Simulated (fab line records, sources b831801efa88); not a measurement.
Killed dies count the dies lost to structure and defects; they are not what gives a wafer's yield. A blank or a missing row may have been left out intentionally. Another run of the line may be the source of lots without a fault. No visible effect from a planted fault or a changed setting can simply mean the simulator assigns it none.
fab line records / flow gf180mcu / part 2 of 2: steps 26 to 34 of 34
record: lots: 5 wafers: 15 lastDay: 34
route steps=602 shown M4@469 V4@476
lots that met no fault: from a run of the same line without faults
startH: the number of hours between the record's first day and the start of the first shown wafer of the lot / waitH: hours since the lot's step before / " same as the row above / L1.1+2: a single row standing in for several wafers / - either no value or no given start / * or withheld: withheld / < > ~ a bound
route shown NAME@n: a module of which the file shows steps, and the number in the route of the first / usual: average and standard deviation across the fault-free wafers / same: alike in all rows / chamber/n: place in a boat / sites: readings site by site / _std_site: standard deviation across them / _edge_site: the outer-site mean with the inner-site mean subtracted / radiusMm: how far each site lies from the wafer's centre / mask NAME#n: copy n / behind: the last tool/chamber to shape the wafer / hold: the reason the lot was held/the length of the hold in hours/how it ended / device: whichever transistor did not switch (one of n, p or np) / end of line: the same wafers' tests at the end of the route / a step given without rows: its recipe and nothing more / killed: at the first sort, the dies lost to defects and structure; wafer yield is something else / map: shows each die of a wafer: x if killed, . if not, _ if none is there
set.NAME: the setting that was run; set.NAME@STEP: the one run at that earlier step / model.NAME: the simulator's own value behind a step, which no gauge read
lots at selected steps of the route; one table per step, one row per wafer
services: when a tool's chamber went out of use (startH, in hours from the record's first day, below 0 if earlier), for how many hours, and the reason
== steps ==
step: GF_V4_STRIP_18
recipe: chemistry: O2/N2 powerW: 1400 pressureMtorr: 1500 platenTempC: 250 o2FlowSccm: 3000 n2FlowSccm: 300 overashFraction: 0.5
usual: drypumpMotorCurrentA: 5.49/0.29 heaterPowerW: 345/25 oesProductAu: 0.593/0.0046
lot.wafer=L077.1 tool=plasmaAsher-04 chamber=1 startH=586.17 waitH=- drypumpMotorCurrentA=5.78 heaterPowerW=334 oesProductAu=0.598 rfHoursCounterH=15
lot.wafer=L077.2 tool=plasmaAsher-04 chamber=0 startH=586.17 waitH=- drypumpMotorCurrentA=5.35 heaterPowerW=322 oesProductAu=0.601 rfHoursCounterH=15
lot.wafer=L077.4 tool=plasmaAsher-04 chamber=0 startH=586.17 waitH=- drypumpMotorCurrentA=5.35 heaterPowerW=327 oesProductAu=0.593 rfHoursCounterH=-
lot.wafer=L079.1 tool=plasmaAsher-02 chamber=1 startH=603.74 waitH=- drypumpMotorCurrentA=5.01 heaterPowerW=315 oesProductAu=0.595 rfHoursCounterH=51
lot.wafer=L079.3 tool=plasmaAsher-02 chamber=0 startH=603.74 waitH=- drypumpMotorCurrentA=5.59 heaterPowerW=369 oesProductAu=0.594 rfHoursCounterH=-
lot.wafer=L079.6 tool=plasmaAsher-02 chamber=1 startH=603.74 waitH=- drypumpMotorCurrentA=5.02 heaterPowerW=311 oesProductAu=0.597 rfHoursCounterH=-
lot.wafer=L085.1 tool=plasmaAsher-02 chamber=1 startH=651.19 waitH=- drypumpMotorCurrentA=5.04 heaterPowerW=307 oesProductAu=0.584 rfHoursCounterH=55
lot.wafer=L085.3 tool=plasmaAsher-02 chamber=1 startH=651.19 waitH=- drypumpMotorCurrentA=5.03 heaterPowerW=313 oesProductAu=0.591 rfHoursCounterH=-
lot.wafer=L085.4 tool=plasmaAsher-02 chamber=0 startH=651.19 waitH=- drypumpMotorCurrentA=5.60 heaterPowerW=358 oesProductAu=0.595 rfHoursCounterH=-
lot.wafer=L089.1 tool=plasmaAsher-02 chamber=1 startH=673.84 waitH=- drypumpMotorCurrentA=5.02 heaterPowerW=321 oesProductAu=0.600 rfHoursCounterH=58
lot.wafer=L089.4 tool=plasmaAsher-02 chamber=0 startH=673.84 waitH=- drypumpMotorCurrentA=5.59 heaterPowerW=365 oesProductAu=0.591 rfHoursCounterH=-
lot.wafer=L089.6 tool=plasmaAsher-02 chamber=1 startH=673.84 waitH=- drypumpMotorCurrentA=5.03 heaterPowerW=316 oesProductAu=0.591 rfHoursCounterH=-
lot.wafer=L096.2 tool=plasmaAsher-02 chamber=1 startH=725.29 waitH=- drypumpMotorCurrentA=5.01 heaterPowerW=314 oesProductAu=0.591 rfHoursCounterH=63
lot.wafer=L096.3 tool=plasmaAsher-02 chamber=0 startH=725.29 waitH=- drypumpMotorCurrentA=5.62 heaterPowerW=352 oesProductAu=0.591 rfHoursCounterH=-
lot.wafer=L096.4 tool=plasmaAsher-02 chamber=1 startH=725.29 waitH=- drypumpMotorCurrentA=5.00 heaterPowerW=317 oesProductAu=0.585 rfHoursCounterH=-
step: GF_V4_STRIP_19
recipe: chemistry: postEtchResidueRemover timeS: 1200 tempC: 72.5
lot.wafer=L077.1+2+4 tool=wetBench-01 chamber=3 startH=586.27 waitH=0.1
lot.wafer=L079.1+3+6 tool=wetBench-02 chamber=0 startH=603.84 waitH=0.1
lot.wafer=L085.1+3+4 tool=wetBench-01 chamber=2 startH=651.29 waitH=0.1
lot.wafer=L089.1+4+6 tool=wetBench-03 chamber=2 startH=673.94 waitH=0.1
lot.wafer=L096.2+3+4 tool=wetBench-01 chamber=1 startH=725.39 waitH=0.1
step: GF_V4_CLEAN_20
recipe: chemistry: DIW dry: n2Spin
lot.wafer=L077.1+2+4 tool=wetBench-02 chamber=1 startH=586.64 waitH=0.0
lot.wafer=L079.1+3+6 tool=wetBench-03 chamber=3 startH=604.18 waitH=0.0
lot.wafer=L085.1+3+4 tool=wetBench-02 chamber=0 startH=651.66 waitH=0.0
lot.wafer=L089.1+4+6 tool=wetBench-02 chamber=2 startH=674.31 waitH=0.0
lot.wafer=L096.2+3+4 tool=wetBench-02 chamber=0 startH=725.73 waitH=0.0
step: GF_V4_SPUTTER_21
recipe: material: Ti targetThkNm: 15 chamberPressurePa: 5 powerW: 2500 substrateTempC: 200 timeS: 80.02
usual: chamberPressurePa: 5.000/0.01 throttleValvePct: 29.8/1.1
lot.wafer=L077.1 tool=pvdSputter-04 chamber=- startH=586.74 waitH=0.0 chamberPressurePa=4.987 throttleValvePct=30.7
lot.wafer=L077.2 tool=pvdSputter-04 chamber=- startH=586.74 waitH=0.0 chamberPressurePa=5.003 throttleValvePct=30.5
lot.wafer=L077.4 tool=pvdSputter-04 chamber=- startH=586.74 waitH=0.0 chamberPressurePa=5.000 throttleValvePct=29.5
lot.wafer=L079.1 tool=pvdSputter-02 chamber=- startH=604.28 waitH=0.0 chamberPressurePa=4.990 throttleValvePct=29.8
lot.wafer=L079.3 tool=pvdSputter-02 chamber=- startH=604.28 waitH=0.0 chamberPressurePa=5.019 throttleValvePct=29.6
lot.wafer=L079.6 tool=pvdSputter-02 chamber=- startH=604.28 waitH=0.0 chamberPressurePa=4.998 throttleValvePct=31.4
lot.wafer=L085.1 tool=pvdSputter-01 chamber=- startH=651.76 waitH=0.0 chamberPressurePa=4.989 throttleValvePct=27.7
lot.wafer=L085.3 tool=pvdSputter-01 chamber=- startH=651.76 waitH=0.0 chamberPressurePa=5.001 throttleValvePct=28.7
lot.wafer=L085.4 tool=pvdSputter-01 chamber=- startH=651.76 waitH=0.0 chamberPressurePa=4.997 throttleValvePct=28.6
lot.wafer=L089.1 tool=pvdSputter-02 chamber=- startH=674.41 waitH=0.0 chamberPressurePa=5.003 throttleValvePct=31.3
lot.wafer=L089.4 tool=pvdSputter-02 chamber=- startH=674.41 waitH=0.0 chamberPressurePa=5.001 throttleValvePct=30.0
lot.wafer=L089.6 tool=pvdSputter-02 chamber=- startH=674.41 waitH=0.0 chamberPressurePa=4.997 throttleValvePct=31.4
lot.wafer=L096.2 tool=pvdSputter-04 chamber=- startH=725.82 waitH=0.0 chamberPressurePa=4.997 throttleValvePct=30.1
lot.wafer=L096.3 tool=pvdSputter-04 chamber=- startH=725.82 waitH=0.0 chamberPressurePa=5.017 throttleValvePct=30.7
lot.wafer=L096.4 tool=pvdSputter-04 chamber=- startH=725.82 waitH=0.0 chamberPressurePa=5.011 throttleValvePct=30.7
step: GF_V4_SPUTTER_22
recipe: material: TiN targetThkNm: 10 chamberPressurePa: 5 powerW: 4000 timeS: 40
usual: chamberPressurePa: 5.000/0.0096 throttleValvePct: 29.8/1
lot.wafer=L077.1 tool=pvdSputter-04 chamber=- startH=586.80 waitH=0.0 chamberPressurePa=5.006 throttleValvePct=30.9
lot.wafer=L077.2 tool=pvdSputter-04 chamber=- startH=586.80 waitH=0.0 chamberPressurePa=5.006 throttleValvePct=30.7
lot.wafer=L077.4 tool=pvdSputter-04 chamber=- startH=586.80 waitH=0.0 chamberPressurePa=4.987 throttleValvePct=29.7
lot.wafer=L079.1 tool=pvdSputter-02 chamber=- startH=604.40 waitH=0.1 chamberPressurePa=5.018 throttleValvePct=29.4
lot.wafer=L079.3 tool=pvdSputter-02 chamber=- startH=604.40 waitH=0.1 chamberPressurePa=5.017 throttleValvePct=29.7
lot.wafer=L079.6 tool=pvdSputter-02 chamber=- startH=604.40 waitH=0.1 chamberPressurePa=4.990 throttleValvePct=31.4
lot.wafer=L085.1 tool=pvdSputter-01 chamber=- startH=651.82 waitH=0.0 chamberPressurePa=5.006 throttleValvePct=27.5
lot.wafer=L085.3 tool=pvdSputter-01 chamber=- startH=651.82 waitH=0.0 chamberPressurePa=5.006 throttleValvePct=28.9
lot.wafer=L085.4 tool=pvdSputter-01 chamber=- startH=651.82 waitH=0.0 chamberPressurePa=5.004 throttleValvePct=28.6
lot.wafer=L089.1 tool=pvdSputter-02 chamber=- startH=674.48 waitH=0.0 chamberPressurePa=4.998 throttleValvePct=31.2
lot.wafer=L089.4 tool=pvdSputter-02 chamber=- startH=674.48 waitH=0.0 chamberPressurePa=4.996 throttleValvePct=30.3
lot.wafer=L089.6 tool=pvdSputter-02 chamber=- startH=674.48 waitH=0.0 chamberPressurePa=5.002 throttleValvePct=31.2
lot.wafer=L096.2 tool=pvdSputter-04 chamber=- startH=725.88 waitH=0.0 chamberPressurePa=5.012 throttleValvePct=30.1
lot.wafer=L096.3 tool=pvdSputter-04 chamber=- startH=725.88 waitH=0.0 chamberPressurePa=4.997 throttleValvePct=30.9
lot.wafer=L096.4 tool=pvdSputter-04 chamber=- startH=725.88 waitH=0.0 chamberPressurePa=4.997 throttleValvePct=30.6
step: GF_V4_CVD_23
recipe: material: W targetThkNm: 350 timeS: 104.9 tempC: 400 pressureTorr: 40
usual: heaterPowerW: 920/100 susceptorTempC: 400.00/0.23
lot.wafer=L077.1 tool=cvdW-02 chamber=0 startH=586.84 waitH=0.0 heaterPowerW=956 susceptorTempC=399.68
lot.wafer=L077.2 tool=cvdW-02 chamber=1 startH=586.84 waitH=0.0 heaterPowerW=733 susceptorTempC=400.27
lot.wafer=L077.4 tool=cvdW-02 chamber=0 startH=586.84 waitH=0.0 heaterPowerW=979 susceptorTempC=399.55
lot.wafer=L079.1 tool=cvdW-01 chamber=1 startH=604.44 waitH=0.0 heaterPowerW=1032 susceptorTempC=400.24
lot.wafer=L079.3 tool=cvdW-01 chamber=1 startH=604.44 waitH=0.0 heaterPowerW=1038 susceptorTempC=400.27
lot.wafer=L079.6 tool=cvdW-01 chamber=1 startH=604.44 waitH=0.0 heaterPowerW=1032 susceptorTempC=400.14
lot.wafer=L085.1 tool=cvdW-01 chamber=1 startH=651.86 waitH=0.0 heaterPowerW=1009 susceptorTempC=400.14
lot.wafer=L085.3 tool=cvdW-01 chamber=0 startH=651.86 waitH=0.0 heaterPowerW=878 susceptorTempC=399.78
lot.wafer=L085.4 tool=cvdW-01 chamber=1 startH=651.86 waitH=0.0 heaterPowerW=1026 susceptorTempC=399.89
lot.wafer=L089.1 tool=cvdW-01 chamber=0 startH=674.53 waitH=0.0 heaterPowerW=905 susceptorTempC=400.04
lot.wafer=L089.4 tool=cvdW-01 chamber=1 startH=674.53 waitH=0.0 heaterPowerW=1070 susceptorTempC=399.67
lot.wafer=L089.6 tool=cvdW-01 chamber=1 startH=674.53 waitH=0.0 heaterPowerW=1021 susceptorTempC=400.12
lot.wafer=L096.2 tool=cvdW-02 chamber=0 startH=725.92 waitH=0.0 heaterPowerW=983 susceptorTempC=400.09
lot.wafer=L096.3 tool=cvdW-02 chamber=0 startH=725.92 waitH=0.0 heaterPowerW=995 susceptorTempC=400.02
lot.wafer=L096.4 tool=cvdW-02 chamber=1 startH=725.92 waitH=0.0 heaterPowerW=753 susceptorTempC=399.76
step: GF_V4_RS_MEAS_24
recipe: thkMeasGauge: four-point-probe reads: W_of_V4_CVD_23+TiN_of_V4_SPUTTER_22+Ti_of_V4_SPUTTER_21
usual: V4_W_RS: 0.324/0.0056
lot.wafer=L077.1 tool=filmMetro-04 chamber=- startH=586.95 waitH=0.1 V4_W_RS[ohm/sq]=0.322
lot.wafer=L077.2 tool=filmMetro-04 chamber=- startH=586.95 waitH=0.1 V4_W_RS[ohm/sq]=0.328
lot.wafer=L077.4 tool=filmMetro-04 chamber=- startH=586.95 waitH=0.1 V4_W_RS[ohm/sq]=0.319
lot.wafer=L079.1 tool=filmMetro-04 chamber=- startH=604.55 waitH=0.1 V4_W_RS[ohm/sq]=0.332
lot.wafer=L079.3 tool=filmMetro-04 chamber=- startH=604.55 waitH=0.1 V4_W_RS[ohm/sq]=0.329
lot.wafer=L079.6 tool=filmMetro-04 chamber=- startH=604.55 waitH=0.1 V4_W_RS[ohm/sq]=0.327
lot.wafer=L085.1 tool=filmMetro-02 chamber=- startH=651.97 waitH=0.1 V4_W_RS[ohm/sq]=0.320
lot.wafer=L085.3 tool=filmMetro-02 chamber=- startH=651.97 waitH=0.1 V4_W_RS[ohm/sq]=0.315
lot.wafer=L085.4 tool=filmMetro-02 chamber=- startH=651.97 waitH=0.1 V4_W_RS[ohm/sq]=0.321
lot.wafer=L089.1 tool=filmMetro-04 chamber=- startH=674.64 waitH=0.1 V4_W_RS[ohm/sq]=0.318
lot.wafer=L089.4 tool=filmMetro-04 chamber=- startH=674.64 waitH=0.1 V4_W_RS[ohm/sq]=0.323
lot.wafer=L089.6 tool=filmMetro-04 chamber=- startH=674.64 waitH=0.1 V4_W_RS[ohm/sq]=0.322
lot.wafer=L096.2 tool=filmMetro-02 chamber=- startH=726.06 waitH=0.1 V4_W_RS[ohm/sq]=0.324
lot.wafer=L096.3 tool=filmMetro-02 chamber=- startH=726.06 waitH=0.1 V4_W_RS[ohm/sq]=0.326
lot.wafer=L096.4 tool=filmMetro-02 chamber=- startH=726.06 waitH=0.1 V4_W_RS[ohm/sq]=0.330
step: GF_V4_THK_MEAS_25
recipe: thkMeasGauge: xrf reads: W_of_V4_CVD_23
usual: V4_W_THK: 345/6.6
lot.wafer=L077.1 tool=filmMetro-04 chamber=- startH=587.07 waitH=0.1 V4_W_THK[nm]=349
lot.wafer=L077.2 tool=filmMetro-04 chamber=- startH=587.07 waitH=0.1 V4_W_THK[nm]=344
lot.wafer=L077.4 tool=filmMetro-04 chamber=- startH=587.07 waitH=0.1 V4_W_THK[nm]=353
lot.wafer=L079.1 tool=filmMetro-04 chamber=- startH=604.67 waitH=0.1 V4_W_THK[nm]=338
lot.wafer=L079.3 tool=filmMetro-04 chamber=- startH=604.67 waitH=0.1 V4_W_THK[nm]=342
lot.wafer=L079.6 tool=filmMetro-04 chamber=- startH=604.67 waitH=0.1 V4_W_THK[nm]=342
lot.wafer=L085.1 tool=filmMetro-02 chamber=- startH=652.09 waitH=0.1 V4_W_THK[nm]=350
lot.wafer=L085.3 tool=filmMetro-02 chamber=- startH=652.09 waitH=0.1 V4_W_THK[nm]=356
lot.wafer=L085.4 tool=filmMetro-02 chamber=- startH=652.09 waitH=0.1 V4_W_THK[nm]=349
lot.wafer=L089.1 tool=filmMetro-04 chamber=- startH=674.76 waitH=0.1 V4_W_THK[nm]=353
lot.wafer=L089.4 tool=filmMetro-04 chamber=- startH=674.76 waitH=0.1 V4_W_THK[nm]=346
lot.wafer=L089.6 tool=filmMetro-04 chamber=- startH=674.76 waitH=0.1 V4_W_THK[nm]=348
lot.wafer=L096.2 tool=filmMetro-02 chamber=- startH=726.17 waitH=0.1 V4_W_THK[nm]=346
lot.wafer=L096.3 tool=filmMetro-02 chamber=- startH=726.17 waitH=0.1 V4_W_THK[nm]=344
lot.wafer=L096.4 tool=filmMetro-02 chamber=- startH=726.17 waitH=0.1 V4_W_THK[nm]=339
step: GF_V4_CMP_26
recipe: stopOn: SiO2 downForcePsi: 3.5 platenRpm: 60 tOverpolishS: 15 targetThkNm: 0 padVelocityMS: 0.94248
usual: motorCurrentA: 11.3/0.79 overpolishRunS: 15.000/0.0083 timeToEndpointS: 86/3.4
lot.wafer=L077.2 tool=cmp-02 chamber=1 startH=587.41 waitH=0.3 motorCurrentA=11.4 overpolishRunS=14.994 timeToEndpointS=85
lot.wafer=L077.1 tool=cmp-02 chamber=3 startH=587.41 waitH=0.3 motorCurrentA=12.2 overpolishRunS=15.010 timeToEndpointS=82
lot.wafer=L077.4 tool=cmp-02 chamber=0 startH=587.41 waitH=0.3 motorCurrentA=12.4 overpolishRunS=15.011 timeToEndpointS=88
lot.wafer=L079.1 tool=cmp-02 chamber=1 startH=604.78 waitH=0.1 motorCurrentA=11.8 overpolishRunS=15.007 timeToEndpointS=80
lot.wafer=L079.3 tool=cmp-02 chamber=2 startH=604.78 waitH=0.1 motorCurrentA=10.8 overpolishRunS=14.990 timeToEndpointS=81
lot.wafer=L079.6 tool=cmp-02 chamber=1 startH=604.78 waitH=0.1 motorCurrentA=11.4 overpolishRunS=15.009 timeToEndpointS=81
lot.wafer=L085.1 tool=cmp-02 chamber=0 startH=652.20 waitH=0.1 motorCurrentA=11.6 overpolishRunS=14.998 timeToEndpointS=89
lot.wafer=L085.4 tool=cmp-02 chamber=1 startH=652.20 waitH=0.1 motorCurrentA=11.8 overpolishRunS=14.993 timeToEndpointS=86
lot.wafer=L085.3 tool=cmp-02 chamber=2 startH=652.20 waitH=0.1 motorCurrentA=10.6 overpolishRunS=15.004 timeToEndpointS=87
lot.wafer=L089.4 tool=cmp-01 chamber=2 startH=675.13 waitH=0.3 motorCurrentA=12.0 overpolishRunS=15.016 timeToEndpointS=87
lot.wafer=L089.1 tool=cmp-01 chamber=0 startH=675.13 waitH=0.3 motorCurrentA=10.6 overpolishRunS=14.993 timeToEndpointS=87
lot.wafer=L089.6 tool=cmp-01 chamber=2 startH=675.13 waitH=0.3 motorCurrentA=11.5 overpolishRunS=14.993 timeToEndpointS=87
lot.wafer=L096.4 tool=cmp-02 chamber=0 startH=726.27 waitH=0.1 motorCurrentA=11.7 overpolishRunS=14.993 timeToEndpointS=86
lot.wafer=L096.2 tool=cmp-02 chamber=1 startH=726.27 waitH=0.1 motorCurrentA=11.5 overpolishRunS=15.008 timeToEndpointS=86
lot.wafer=L096.3 tool=cmp-02 chamber=2 startH=726.27 waitH=0.1 motorCurrentA=11.1 overpolishRunS=15.004 timeToEndpointS=84
== services ==
tool=pvdSputter-04 chamber=- startH=544.21 hours=2.5 kind=repair
tool=wetBench-04 chamber=- startH=545.76 hours=5.4 kind=repair
tool=cmp-02 chamber=- startH=550.18 hours=1.1 kind=repair
tool=krfScanner-01 chamber=- startH=555.55 hours=1.0 kind=pm
tool=rieDiel-04 chamber=3 startH=567.71 hours=4.1 kind=repair
tool=krfScanner-01 chamber=- startH=569.95 hours=0.5 kind=repair
tool=pvdSputter-02 chamber=- startH=570.16 hours=2.9 kind=repair
tool=cmp-01 chamber=- startH=572.00 hours=4.0 kind=pm
tool=rieDiel-04 chamber=3 startH=577.34 hours=3.4 kind=repair
tool=krfScanner-01 chamber=- startH=579.09 hours=0.8 kind=repair
tool=cmp-02 chamber=- startH=581.44 hours=0.4 kind=repair
tool=cmp-01 chamber=- startH=584.83 hours=5.0 kind=pm
tool=pvdSputter-02 chamber=- startH=584.92 hours=3.3 kind=repair
tool=krfScanner-01 chamber=- startH=587.46 hours=0.4 kind=repair
tool=cmp-01 chamber=- startH=591.09 hours=1.4 kind=repair
tool=cmp-01 chamber=- startH=591.72 hours=1.3 kind=repair
tool=krfScanner-01 chamber=- startH=606.32 hours=0.8 kind=repair
tool=plasmaAsher-02 chamber=- startH=607.08 hours=4.0 kind=repair
tool=wetBench-02 chamber=- startH=609.10 hours=3.4 kind=repair
tool=krfScanner-01 chamber=- startH=633.59 hours=4.4 kind=pm
tool=plasmaAsher-02 chamber=- startH=634.77 hours=12.7 kind=repair
tool=krfScanner-01 chamber=- startH=641.76 hours=0.8 kind=pm
tool=cmp-01 chamber=- startH=681.93 hours=2.2 kind=repair
tool=rieDiel-04 chamber=3 startH=708.01 hours=14.0 kind=repair
